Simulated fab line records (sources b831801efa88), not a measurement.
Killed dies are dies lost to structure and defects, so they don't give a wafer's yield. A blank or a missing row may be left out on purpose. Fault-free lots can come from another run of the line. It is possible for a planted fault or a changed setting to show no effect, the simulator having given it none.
Matching of chambers || flow gf180mcu || pecvd-02 running GF_V1_CVD_02: 3 sister chambers
The step deposits SiO2 from TEOS, target thk 850 nm, time 94.851 s. 6 wafers are shown with their chamber, then 11 later ones without.

## WAFERS PAIRED WITH THEIR CHAMBERS
{"wafer": "L085.2", "chamber": 1, "heater_power_w (W)": 689}
{"wafer": "L085.3", "chamber": 0, "heater_power_w (W)": 519}
{"wafer": "L085.4", "chamber": 1, "heater_power_w (W)": 737}
{"wafer": "L085.5", "chamber": 2, "heater_power_w (W)": 515}
{"wafer": "L085.6", "chamber": 0, "heater_power_w (W)": 562}
{"wafer": "L089.2", "chamber": 2, "heater_power_w (W)": 504}

## WAFERS WHOSE CHAMBER IS MISSING
{"wafer": "L089.3", "heater_power_w (W)": 657}
{"wafer": "L089.5", "heater_power_w (W)": 394}
{"wafer": "L092.1", "heater_power_w (W)": 596}
{"wafer": "L092.2", "heater_power_w (W)": 770}
{"wafer": "L092.5", "heater_power_w (W)": 617}
{"wafer": "L094.1", "heater_power_w (W)": 431}
{"wafer": "L094.2", "heater_power_w (W)": 714}
{"wafer": "L094.3", "heater_power_w (W)": 525}
{"wafer": "L094.4", "heater_power_w (W)": 469}
{"wafer": "L094.5", "heater_power_w (W)": 580}
{"wafer": "L094.6", "heater_power_w (W)": 750}

## WHICH CHAMBER EACH ONE RAN IN
{"wafer": "L089.3", "from the rows above": 1, "in truth": 1}
{"wafer": "L089.5", "from the rows above": "can't be placed: 2 or 0", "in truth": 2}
{"wafer": "L092.1", "from the rows above": "can't be placed: 0 or 2", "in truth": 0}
{"wafer": "L092.2", "from the rows above": 1, "in truth": 1}
{"wafer": "L092.5", "from the rows above": "can't be placed: 0 or 1 or 2", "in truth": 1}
{"wafer": "L094.1", "from the rows above": "can't be placed: 2 or 0", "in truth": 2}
{"wafer": "L094.2", "from the rows above": 1, "in truth": 1}
{"wafer": "L094.3", "from the rows above": "can't be placed: 0 or 2", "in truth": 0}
{"wafer": "L094.4", "from the rows above": "can't be placed: 2 or 0", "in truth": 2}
{"wafer": "L094.5", "from the rows above": "can't be placed: 0 or 2", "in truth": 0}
{"wafer": "L094.6", "from the rows above": 1, "in truth": 1}
Placed correctly: 4 of 11. Can't be placed from these rows: 7 (the true chamber is among the candidates in 7). Number placed wrongly: 0.
How it was worked out, from the rows above alone: a wafer's distance from a chamber is the root of the sum, over the readings, of the square of ((its reading less the chamber's mean) divided by the reading's scatter). The wafer belongs to the nearest chamber; if the next one is less than 2 further off, it can't be placed. The mean given for a chamber averages the wafers shown for that chamber. The scatter: the root of (the sum of the squares of (reading less its chamber's mean) over the shown wafers, divided by (wafers less chambers)).
